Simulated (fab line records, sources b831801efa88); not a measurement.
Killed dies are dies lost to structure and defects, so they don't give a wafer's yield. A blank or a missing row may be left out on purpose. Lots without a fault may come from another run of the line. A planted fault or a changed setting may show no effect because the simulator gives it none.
Which tool did it? | flow sky130 | 6 lots, 18 wafers sampled, at 1 step of a route of 708

WHAT THE GAUGES READ, wafer by wafer
SKY_CAPM_THK_MEAS_04: measures by xrf.
lot  | measured     | on            | CAPM_TIN_THK (nm)
L210 | day 38 05:38 | film_metro-02 | 209.5 210.7 211.3
L212 | day 38 06:55 | film_metro-01 | 205.5 207.7 204.1
L217 | day 39 06:26 | film_metro-01 | 209.0 208.4 206.7
L224 | day 41 07:46 | film_metro-01 | 208.4 208.0 209.5
L226 | day 41 12:00 | film_metro-04 | 210.3 206.3 209.5
L231 | day 42 17:25 | film_metro-04 | 205.7 209.3 207.1

WHICH TOOL RAN EACH LOT (tool, then ch and the chambers of the sampled wafers, then the start)
The record holds no process step before these readings.

THE ANSWER, worked out from the rows above alone
Rule: what is usual is taken from the lots themselves. Put in order of their means at a reading, lots are off if they are a third of the lots or fewer, leave a main group of 4 or more, and stand apart from it by a gap of 3 or more times the standard deviation of the main group's means; of several such gaps the widest counts. A main group whose means are all the same, to the digits that the tables above print for the reading, isn't used. A lot without any number at a reading at which 4 lots or more have one is off too. The other lots that the step has rows for count as sound.
No lot is off at any reading shown: from this, nothing can be told.

WHAT THE SIMULATOR HAD PUT IN
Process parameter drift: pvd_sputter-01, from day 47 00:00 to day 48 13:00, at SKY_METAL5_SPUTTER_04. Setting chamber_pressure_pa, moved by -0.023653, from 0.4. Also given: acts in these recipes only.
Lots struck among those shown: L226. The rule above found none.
